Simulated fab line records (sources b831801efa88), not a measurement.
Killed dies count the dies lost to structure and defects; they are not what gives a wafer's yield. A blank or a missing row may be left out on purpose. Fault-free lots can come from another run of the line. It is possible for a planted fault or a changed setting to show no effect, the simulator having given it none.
Which of the tools did it?    flow sfq line    13 lots with 37 wafers sampled at 4 steps, on a route of 325 steps

WHAT THE GAUGES SHOWED, per wafer
SFQ_I0_OVL_MEAS_908. Usual: I0_OVL typically reads 0 nm, with standard deviation 5.
lot   measured      on          I0_OVL (nm)  flag
L939  day 17 14:35  overlay-01  -2 -4 -1     
L945  day 21 02:00  overlay-01  -1           
L948  day 22 19:58  overlay-01  -3 2 1       
L950  day 23 23:41  overlay-02  -2 1 -3      
L952  day 24 12:50  overlay-01  3 0 -3       
L953  day 24 17:37  overlay-01  -3 3 8       
L954  day 25 03:55  overlay-02  7 4 2        
L956  day 25 14:43  overlay-02  4 -1 4       
L957  day 26 03:55  overlay-01  -2 -3 -2     
L958  day 26 20:43  overlay-02  7 8 6        
L959  day 27 02:43  overlay-02  -13 -9 -10   
L960  day 27 15:55  overlay-01  -1 0 5       
L961  day 28 02:50  overlay-02  3 -2 7       

SFQ_I7_BOW_MEAS_946. Usual: I7_BOW typically reads 7 um, with standard deviation 9.8.
lot   measured      on             I7_BOW (um)  flag
L939  day 75 07:08  film metro-03  -1 7 -3      
L945  day 78 12:12  film metro-03  1            
L948  day 86 16:56  film metro-03  1 14 22      
L950  day 86 19:56  film metro-04  0 9 1        
L952  day 87 05:24  film metro-01  1 3 -5       
L953  day 87 07:44  film metro-04  3 17 -2      
L954  day 87 12:32  film metro-03  31 31 32     
L956  day 87 18:34  film metro-04  17 9 -3      
L957  day 87 20:56  film metro-03  15 7 17      
L958  day 88 01:50  film metro-04  31 18 18     
L959  day 88 05:16  film metro-04  4 14 15      
L960  day 88 11:15  film metro-01  -3 5 9       
L961  day 88 18:28  film metro-04  9 6 10       

WHICH TOOL RAN EACH LOT (tool, then ch and the chambers of the sampled wafers, then the start)
lot   SFQ_TRILAYER_I4_VIA_LITHO_COAT_108  SFQ_TRILAYER_I4_VIA_BARC_OPEN_VIA_ETCH_146
L939  litho track-04 ch 0, day 54 20:13   rie diel-03 ch 0,1,2, day 60 02:08
L945  litho track-04 ch 0, day 59 14:16   rie diel-04 ch 1, day 64 00:07
L948  litho track-04 ch 0, day 60 05:41   rie diel-03 ch 1,2,3, day 64 15:42
L950  litho track-03 ch 0, day 60 14:41   rie diel-01 ch 0,1,3, day 64 22:54
L952  litho track-03 ch 0, day 61 05:47   rie diel-04 ch 2,3, day 65 13:26
L953  litho track-03 ch 0, day 61 08:46   rie diel-04 ch 0,1,3, day 65 18:14
L954  litho track-03 ch 0, day 62 02:46   rie diel-03 ch 0,1,3, day 66 05:09
L956  litho track-03 ch 0, day 62 14:49   rie diel-01 ch 1,2, day 66 14:45
L957  litho track-04 ch 0, day 62 15:34   rie diel-03 ch 0,1,2, day 66 15:57
L958  litho track-04 ch 0, day 62 20:52   rie diel-01 ch 1,2,3, day 66 21:57
L959  litho track-03 ch 0, day 62 23:49   rie diel-03 ch 0,1,3, day 67 01:33
L960  litho track-02 ch 0, day 63 02:46   rie diel-03 ch 0,2,3, day 67 06:21
L961  litho track-03 ch 0, day 63 03:37   rie diel-04 ch 0,2,3, day 67 07:33
- SFQ_TRILAYER_I4_VIA_LITHO_COAT_108: resist thk 62 nm.
- SFQ_TRILAYER_I4_VIA_BARC_OPEN_VIA_ETCH_146: etches BARC in O2, target depth 125 nm, time 41.7 s.

WHAT THE TOOLS THEMSELVES READ (means of the sampled wafers that have a number; where no wafer has one, the mark that the record gives instead)
SFQ_TRILAYER_I4_VIA_BARC_OPEN_VIA_ETCH_146. Usual: chamber pressure mTorr 29.998 mTorr, standard deviation 0.026; drypump motor current A 5.5 A, standard deviation 0.35; oes product au 0.685 a.u., standard deviation 0.0049.
lot   tool         chamber pressure mTorr (mTorr)  drypump motor current A (A)  oes product au (a.u.)  flag
L939  rie diel-03  30.004                          5.6                          0.690                  
L945  rie diel-04  29.982                          5.9                          0.679                  
L948  rie diel-03  29.992                          5.5                          0.677                  
L950  rie diel-01  29.993                          5.5                          0.682                  
L952  rie diel-04  30.009                          5.3                          0.684                  
L953  rie diel-04  29.972                          5.4                          0.682                  
L954  rie diel-03  30.010                          5.5                          0.681                  
L956  rie diel-01  29.999                          6.0                          0.684                  
L957  rie diel-03  29.995                          5.6                          0.685                  
L958  rie diel-01  29.990                          5.7                          0.685                  
L959  rie diel-03  29.994                          5.5                          0.683                  
L960  rie diel-03  30.003                          5.6                          0.687                  
L961  rie diel-04  29.992                          5.1                          0.684                  

THE ANSWER, worked out from the rows above alone
Rule: take the mean of a lot's wafers that have a number; if it is more than 3 standard deviations from the usual mean, the lot is off. A lot without any number at a reading at which 4 lots or more have one is off too. Any other lot the step has rows for is counted as sound. Order of review: gauges by route order, followed by the tools' own readings, for which a lot's mean as printed above is used. At the first step where some lot is off, the reading lying furthest off is the one used; lots without a number count as furthest.
Across all readings shown, no lot is off: no conclusion can be drawn from this.

WHAT HAD BEEN PUT IN BY THE SIMULATOR
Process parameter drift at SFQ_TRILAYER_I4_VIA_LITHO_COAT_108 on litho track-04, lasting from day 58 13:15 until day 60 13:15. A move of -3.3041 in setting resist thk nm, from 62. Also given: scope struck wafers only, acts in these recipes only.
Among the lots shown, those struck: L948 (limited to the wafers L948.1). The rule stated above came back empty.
